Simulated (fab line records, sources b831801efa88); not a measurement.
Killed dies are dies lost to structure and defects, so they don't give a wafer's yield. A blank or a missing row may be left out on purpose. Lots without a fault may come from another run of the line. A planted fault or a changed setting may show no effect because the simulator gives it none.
Chamber matching | flow gf180mcu | GF_V1_CMP_04 on cmp-02: 4 sister chambers
The step polishes SiO2. 4 wafers are shown with their chamber, then 7 later ones without.

WAFERS WITH THEIR CHAMBER
wafer  | chamber | motor_current_A (A)
L395.2 | 1       | 11.6
L400.6 | 3       | 10.4
L406.3 | 2       | 12.2
L406.5 | 0       | 13.0

WAFERS WITHOUT THEIR CHAMBER
wafer  | motor_current_A (A)
L406.6 | 10.8
L407.2 | 11.7
L407.4 | 11.2
L407.6 | 13.5
L409.1 | 13.5
L409.3 | 9.9
L409.5 | 13.1

WHICH CHAMBER EACH WENT THROUGH
wafer  | from the rows above          | in truth
L406.6 | can't be placed: 3 or 1      | 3
L407.2 | can't be placed: 1 or 2      | 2
L407.4 | can't be placed: 1 or 3 or 2 | 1
L407.6 | 0                            | 0
L409.1 | 0                            | 0
L409.3 | 3                            | 3
L409.5 | 0                            | 0
Placed correctly: 4 of 7. Can't be placed from these rows: 3 (the true chamber is among the candidates in 3). Placed wrongly: 0.
How it was worked out, from the rows above alone: a wafer's distance from a chamber is the root of the sum, over the readings, of the square of ((its reading less the chamber's mean) divided by the reading's scatter). The wafer belongs to the nearest chamber; if the next one is less than 2 further off, it can't be placed. A chamber's mean is the mean of its shown wafers. The scatter: with one shown wafer a chamber, the root of the mean of the squares of how far each hidden wafer lies from its nearest shown one.
